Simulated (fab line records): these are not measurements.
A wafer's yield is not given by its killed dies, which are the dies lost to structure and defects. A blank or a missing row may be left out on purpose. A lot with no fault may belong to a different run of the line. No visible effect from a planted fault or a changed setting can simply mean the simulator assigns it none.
Which of the tools did it? / flow sky130 / 11 lots with 33 wafers sampled at 5 steps, on a route of 708 steps

WHAT EACH GAUGE READ, for each wafer
SKY_LI_CONTACT_THK_MEAS_01.
lot=L468; measured=day 28 03:48; on=film-metro-02; LI_CONTACT_HDPCVD_THK (nm)=926 933 911
lot=L469; measured=day 28 11:40; on=film-metro-01; LI_CONTACT_HDPCVD_THK (nm)=930 945 922
lot=L470; measured=day 29 07:53; on=film-metro-03; LI_CONTACT_HDPCVD_THK (nm)=914 912 915
lot=L474; measured=day 30 14:21; on=film-metro-01; LI_CONTACT_HDPCVD_THK (nm)=937 920 926
lot=L475; measured=day 30 22:06; on=film-metro-03; LI_CONTACT_HDPCVD_THK (nm)=921 926 916
lot=L476; measured=day 31 07:37; on=film-metro-01; LI_CONTACT_HDPCVD_THK (nm)=934 927 943
lot=L477; measured=day 31 08:49; on=film-metro-03; LI_CONTACT_HDPCVD_THK (nm)=917 905 916
lot=L479; measured=day 31 18:13; on=film-metro-01; LI_CONTACT_HDPCVD_THK (nm)=930 913 913
lot=L481; measured=day 32 12:50; on=film-metro-01; LI_CONTACT_HDPCVD_THK (nm)=910 914 917
lot=L482; measured=day 32 23:41; on=film-metro-03; LI_CONTACT_HDPCVD_THK (nm)=929 930 926
lot=L489; measured=day 34 19:49; on=film-metro-03; LI_CONTACT_HDPCVD_THK (nm)=932 927 937

SKY_VIA3_THK_MEAS_01.
lot=L468; measured=day 38 18:01; on=film-metro-02; VIA3_HDPCVD_THK (nm)=1627 1647 1615
lot=L469; measured=day 39 00:55; on=film-metro-02; VIA3_HDPCVD_THK (nm)=1636 1651 1626
lot=L470; measured=day 39 20:16; on=film-metro-02; VIA3_HDPCVD_THK (nm)=1613 1617 1635
lot=L474; measured=day 40 23:08; on=film-metro-01; VIA3_HDPCVD_THK (nm)=1603 1640 1610
lot=L475; measured=day 41 06:16; on=film-metro-03; VIA3_HDPCVD_THK (nm)=1597 1607 1616
lot=L476; measured=day 41 15:43; on=film-metro-01; VIA3_HDPCVD_THK (nm)=1588 1628 1586
lot=L477; measured=day 41 15:53; on=film-metro-01; VIA3_HDPCVD_THK (nm)=1637 1582 1597
lot=L479; measured=day 41 21:01; on=film-metro-03; VIA3_HDPCVD_THK (nm)=1612 1592 1611
lot=L481; measured=day 42 15:03; on=film-metro-02; VIA3_HDPCVD_THK (nm)=1598 1608 1303
lot=L482; measured=day 43 00:55; on=film-metro-01; VIA3_HDPCVD_THK (nm)=1603 1281 1605
lot=L489; measured=day 44 15:56; on=film-metro-02; VIA3_HDPCVD_THK (nm)=1663 1622 1615

TOOL THAT RAN EACH LOT (tool first, then ch and the chambers of the sampled wafers, then the start)
lot=L468; SKY_LI_CONTACT_SPUTTER_20=pvd-sputter-04, day 29 08:32; SKY_LOCAL_INTERCONNECT_ETCH_13=rie-metal-01 ch 0,1, day 30 12:10; SKY_VIA3_HDPCVD_00=hdpcvd-01 ch 0,1,2, day 38 17:50
lot=L469; SKY_LI_CONTACT_SPUTTER_20=pvd-sputter-01, day 29 16:19; SKY_LOCAL_INTERCONNECT_ETCH_13=rie-metal-03 ch 0,1, day 30 21:43; SKY_VIA3_HDPCVD_00=hdpcvd-02 ch 0,1,2, day 39 00:49
lot=L470; SKY_LI_CONTACT_SPUTTER_20=pvd-sputter-04, day 30 11:31; SKY_LOCAL_INTERCONNECT_ETCH_13=rie-metal-02 ch 0,1, day 31 16:53; SKY_VIA3_HDPCVD_00=hdpcvd-02 ch 0,1,2, day 39 20:05
lot=L474; SKY_LI_CONTACT_SPUTTER_20=pvd-sputter-01, day 31 18:52; SKY_LOCAL_INTERCONNECT_ETCH_13=rie-metal-03 ch 1, day 32 22:29; SKY_VIA3_HDPCVD_00=hdpcvd-01 ch 0,2, day 40 22:57
lot=L475; SKY_LI_CONTACT_SPUTTER_20=pvd-sputter-02, day 32 03:10; SKY_LOCAL_INTERCONNECT_ETCH_13=rie-metal-02 ch 0,1, day 33 06:46; SKY_VIA3_HDPCVD_00=hdpcvd-01 ch 0,1, day 41 06:06
lot=L476; SKY_LI_CONTACT_SPUTTER_20=pvd-sputter-01, day 32 12:23; SKY_LOCAL_INTERCONNECT_ETCH_13=rie-metal-01 ch 0,1, day 33 16:34; SKY_VIA3_HDPCVD_00=hdpcvd-01 ch 0,2, day 41 15:33
lot=L477; SKY_LI_CONTACT_SPUTTER_20=pvd-sputter-04, day 32 13:37; SKY_LOCAL_INTERCONNECT_ETCH_13=rie-metal-02 ch 0,1, day 33 16:55; SKY_VIA3_HDPCVD_00=hdpcvd-02 ch 1,2, day 41 15:43
lot=L479; SKY_LI_CONTACT_SPUTTER_20=pvd-sputter-04, day 32 22:20; SKY_LOCAL_INTERCONNECT_ETCH_13=rie-metal-03 ch 1, day 34 01:25; SKY_VIA3_HDPCVD_00=hdpcvd-02 ch 1,2, day 41 20:50
lot=L481; SKY_LI_CONTACT_SPUTTER_20=pvd-sputter-01, day 33 16:47; SKY_LOCAL_INTERCONNECT_ETCH_13=rie-metal-01 ch 0, day 34 19:34; SKY_VIA3_HDPCVD_00=hdpcvd-01 ch 1,2, day 42 14:53
lot=L482; SKY_LI_CONTACT_SPUTTER_20=pvd-sputter-02, day 34 03:29; SKY_LOCAL_INTERCONNECT_ETCH_13=rie-metal-03 ch 0, day 35 06:38; SKY_VIA3_HDPCVD_00=hdpcvd-01 ch 0,1, day 43 00:44
lot=L489; SKY_LI_CONTACT_SPUTTER_20=pvd-sputter-02, day 35 22:58; SKY_LOCAL_INTERCONNECT_ETCH_13=rie-metal-03 ch 0,1, day 37 01:55; SKY_VIA3_HDPCVD_00=hdpcvd-02 ch 1,2, day 44 15:46
- SKY_LI_CONTACT_SPUTTER_20: material TiN, target thk 20 nm, time 80 s.
- SKY_LOCAL_INTERCONNECT_ETCH_13: etches BARC in N2/H2, stops on SiO2, time 45.9 s, target depth 60 nm.
- SKY_VIA3_HDPCVD_00: deposits SiO2, target thk 1635 nm, time 268.6 s.

WHAT THE TOOLS THEMSELVES READ (means of the sampled wafers that have a number; where no wafer has one, the mark that the record gives instead)
SKY_LI_CONTACT_SPUTTER_20.
lot=L468; tool=pvd-sputter-04; throttle-valve-pct (%)=30.9
lot=L469; tool=pvd-sputter-01; throttle-valve-pct (%)=28.5
lot=L470; tool=pvd-sputter-04; throttle-valve-pct (%)=30.7
lot=L474; tool=pvd-sputter-01; throttle-valve-pct (%)=28.6
lot=L475; tool=pvd-sputter-02; throttle-valve-pct (%)=30.2
lot=L476; tool=pvd-sputter-01; throttle-valve-pct (%)=28.6
lot=L477; tool=pvd-sputter-04; throttle-valve-pct (%)=30.5
lot=L479; tool=pvd-sputter-04; throttle-valve-pct (%)=30.7
lot=L481; tool=pvd-sputter-01; throttle-valve-pct (%)=28.6
lot=L482; tool=pvd-sputter-02; throttle-valve-pct (%)=29.9
lot=L489; tool=pvd-sputter-02; throttle-valve-pct (%)=29.7

SKY_LOCAL_INTERCONNECT_ETCH_13.
lot=L468; tool=rie-metal-01; chamber-pressure-mTorr (mTorr)=30.014; drypump-motor-current-A (A)=5.5; oes-product-au (a.u.)=0.847; throttle-valve-pct (%)=13.223
lot=L469; tool=rie-metal-03; chamber-pressure-mTorr (mTorr)=30.012; drypump-motor-current-A (A)=5.7; oes-product-au (a.u.)=0.847; throttle-valve-pct (%)=13.220
lot=L470; tool=rie-metal-02; chamber-pressure-mTorr (mTorr)=30.021; drypump-motor-current-A (A)=4.9; oes-product-au (a.u.)=0.851; throttle-valve-pct (%)=13.218
lot=L474; tool=rie-metal-03; chamber-pressure-mTorr (mTorr)=30.019; drypump-motor-current-A (A)=5.9; oes-product-au (a.u.)=0.843; throttle-valve-pct (%)=13.224
lot=L475; tool=rie-metal-02; chamber-pressure-mTorr (mTorr)=29.989; drypump-motor-current-A (A)=4.9; oes-product-au (a.u.)=0.847; throttle-valve-pct (%)=13.226
lot=L476; tool=rie-metal-01; chamber-pressure-mTorr (mTorr)=30.016; drypump-motor-current-A (A)=5.5; oes-product-au (a.u.)=0.845; throttle-valve-pct (%)=13.224
lot=L477; tool=rie-metal-02; chamber-pressure-mTorr (mTorr)=30.010; drypump-motor-current-A (A)=5.1; oes-product-au (a.u.)=0.846; throttle-valve-pct (%)=13.227
lot=L479; tool=rie-metal-03; chamber-pressure-mTorr (mTorr)=30.005; drypump-motor-current-A (A)=5.9; oes-product-au (a.u.)=0.847; throttle-valve-pct (%)=13.218
lot=L481; tool=rie-metal-01; chamber-pressure-mTorr (mTorr)=30.009; drypump-motor-current-A (A)=5.4; oes-product-au (a.u.)=0.841; throttle-valve-pct (%)=13.209
lot=L482; tool=rie-metal-03; chamber-pressure-mTorr (mTorr)=30.015; drypump-motor-current-A (A)=5.3; oes-product-au (a.u.)=0.843; throttle-valve-pct (%)=13.223
lot=L489; tool=rie-metal-03; chamber-pressure-mTorr (mTorr)=29.984; drypump-motor-current-A (A)=5.5; oes-product-au (a.u.)=0.845; throttle-valve-pct (%)=13.224

SKY_VIA3_HDPCVD_00.
lot=L468; tool=hdpcvd-01; sih4-flow-sccm (sccm)=60.03
lot=L469; tool=hdpcvd-02; sih4-flow-sccm (sccm)=60.21
lot=L470; tool=hdpcvd-02; sih4-flow-sccm (sccm)=59.99
lot=L474; tool=hdpcvd-01; sih4-flow-sccm (sccm)=60.14
lot=L475; tool=hdpcvd-01; sih4-flow-sccm (sccm)=60.00
lot=L476; tool=hdpcvd-01; sih4-flow-sccm (sccm)=59.89
lot=L477; tool=hdpcvd-02; sih4-flow-sccm (sccm)=59.98
lot=L479; tool=hdpcvd-02; sih4-flow-sccm (sccm)=60.02
lot=L481; tool=hdpcvd-01; sih4-flow-sccm (sccm)=56.00
lot=L482; tool=hdpcvd-01; sih4-flow-sccm (sccm)=55.99
lot=L489; tool=hdpcvd-02; sih4-flow-sccm (sccm)=60.11

THE ANSWER, worked out from the rows above alone
Rule: the lots themselves supply what counts as usual. Put in order of their means at a reading, lots are off if they are a third of the lots or fewer, leave a main group of 4 or more, and stand apart from it by a gap of 3 or more times the standard deviation of the main group's means; of several such gaps the widest counts. A main group is skipped when, at the precision printed for the reading in the tables above, its means are all equal. A lot without any number at a reading at which 4 lots or more have one is off too. Where the step has rows for the other lots, those lots are counted as sound. The gauges are gone through in route order, then the tools' own readings, and for those a lot's mean is taken as printed above. At the first step where some lot is off, the reading lying furthest off is the one used; lots without a number count as furthest.
Off: at SKY_VIA3_THK_MEAS_01 (VIA3_HDPCVD_THK), L481, L482. For the main group the mean is 1618 nm and the standard deviation 13.
A tool fits if, at a process step before that reading, it ran every lot that is off, and no sound lot after the first of them. The gauges at SKY_VIA3_THK_MEAS_01 aren't tried: what is off there is off at SKY_VIA3_HDPCVD_00 too, on other tools, and a gauge's error can't cause that. One candidate fits, namely hdpcvd-01 at SKY_VIA3_HDPCVD_00. A fault onset in the window from L476 (day 41 15:33, its last sound lot) to L481 (day 42 14:53, its first lot off) fits.
The tool's own readings at SKY_VIA3_HDPCVD_00 bear it out: on the lots that are off they differ by more than 5 times the standard deviation of the sound lots' means. sih4-flow-sccm reads 56.00 sccm there against 60.04 sccm on the sound lots.

WHAT THE SIMULATOR HAD PUT IN
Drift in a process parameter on hdpcvd-01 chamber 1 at SKY_VIA3_HDPCVD_00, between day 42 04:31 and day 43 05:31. From 60, the setting sih4-flow-sccm moved by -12. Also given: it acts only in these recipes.
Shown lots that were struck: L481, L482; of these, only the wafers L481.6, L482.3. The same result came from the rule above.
